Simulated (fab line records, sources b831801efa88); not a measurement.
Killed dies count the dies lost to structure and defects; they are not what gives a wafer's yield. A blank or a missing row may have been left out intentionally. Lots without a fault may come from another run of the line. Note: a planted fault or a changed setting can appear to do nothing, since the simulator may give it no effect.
Which of the tools did it? || flow sky130 || route of 708 steps, sampled at 1 step: 11 lots, 33 wafers

## WHAT THE GAUGES SHOWED, per wafer
SKY_FIELD_ISO_BOW_MEAS_00.
{"lot": "L180", "measured": "day 1 10:01", "on": "film-metro-03", "INCOMING_BOW (um)": "-1 6 9"}
{"lot": "L182", "measured": "day 1 20:01", "on": "film-metro-02", "INCOMING_BOW (um)": "5 8 8"}
{"lot": "L183", "measured": "day 2 01:01", "on": "film-metro-02", "INCOMING_BOW (um)": "-3 2 8"}
{"lot": "L184", "measured": "day 2 06:04", "on": "film-metro-03", "INCOMING_BOW (um)": "13 -4 -4"}
{"lot": "L188", "measured": "day 3 02:00", "on": "film-metro-02", "INCOMING_BOW (um)": "0 -2 1"}
{"lot": "L190", "measured": "day 3 12:00", "on": "film-metro-03", "INCOMING_BOW (um)": "-7 6 9"}
{"lot": "L194", "measured": "day 4 08:00", "on": "film-metro-02", "INCOMING_BOW (um)": "-2 -4 0"}
{"lot": "L196", "measured": "day 4 18:00", "on": "film-metro-04", "INCOMING_BOW (um)": "6 -6 -4"}
{"lot": "L198", "measured": "day 5 04:02", "on": "film-metro-03", "INCOMING_BOW (um)": "4 10 -2"}
{"lot": "L202", "measured": "day 6 00:00", "on": "film-metro-02", "INCOMING_BOW (um)": "1 0 -2"}
{"lot": "L203", "measured": "day 6 05:01", "on": "film-metro-04", "INCOMING_BOW (um)": "0 6 0"}

## EACH LOT AND THE TOOL THAT RAN IT (in order: tool; ch and the chambers of the sampled wafers; start)
No process step before these readings appears in the record.

## THE ANSWER, worked out from the rows above alone
Rule: usual is defined by the lots themselves. The widest of any qualifying gaps counts: lots, ordered by their means at a reading, are off when they make up no more than a third of the lots, leave a main group of 4 or more, and stand apart from it by 3 or more times the standard deviation of that group's means. If all means in a main group match to the digits the tables above print for the reading, that group is not used. Also off: a lot with no number at a reading for which 4 or more lots have one. The other lots that the step has rows for count as sound.
Nothing can be told from this: no lot is off at any reading shown.

## WHAT HAD BEEN PUT IN BY THE SIMULATOR
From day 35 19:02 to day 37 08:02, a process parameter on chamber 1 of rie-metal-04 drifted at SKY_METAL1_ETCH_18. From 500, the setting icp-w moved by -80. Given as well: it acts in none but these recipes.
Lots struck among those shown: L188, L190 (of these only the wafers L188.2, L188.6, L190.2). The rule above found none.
